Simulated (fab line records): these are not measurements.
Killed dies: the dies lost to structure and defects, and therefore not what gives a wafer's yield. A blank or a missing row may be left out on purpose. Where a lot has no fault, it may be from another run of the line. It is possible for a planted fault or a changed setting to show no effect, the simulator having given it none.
Matching of chambers	flow sfq-line	3 sister chambers for SFQ_TRILAYER_I0_DEP_PECVD_027 on pecvd-02
The step deposits SiO2 from SiH4/N2O, time 111.11 s, target thk 500 nm. 3 wafers are shown with their chamber, then 9 later ones without.

== EACH WAFER AND ITS CHAMBER ==
wafer	chamber	throttle-valve-pct (%)
L686.1	1	25.3
L698.5	0	24.8
L698.6	2	23.8

== WAFERS MISSING THEIR CHAMBER ==
wafer	throttle-valve-pct (%)
L701.2	25.2
L701.4	23.9
L701.6	25.3
L705.2	23.7
L705.3	25.3
L705.6	25.5
L706.1	25.1
L706.3	24.9
L706.5	25.5

== THE CHAMBER EACH PASSED THROUGH ==
wafer	from the rows above	in truth
L701.2	1	1
L701.4	2	2
L701.6	1	1
L705.2	2	2
L705.3	1	1
L705.6	1	1
L706.1	can't be placed: 1 or 0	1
L706.3	0	0
L706.5	1	1
Placed correctly: 8 of 9. Unplaceable from these rows: 1, with the true chamber sitting among the candidates in 1. Wrongly placed: 0.
How it was worked out, from the rows above alone: a wafer's distance from a chamber is the root of the sum, over the readings, of the square of ((its reading less the chamber's mean) divided by the reading's scatter). The wafer belongs to the nearest chamber; if the next one is less than 2 further off, it can't be placed. Each chamber's mean is taken over the wafers shown for it. The scatter (one wafer shown for each chamber): square how far every hidden wafer sits from the nearest shown wafer, average those squares and take the square root.
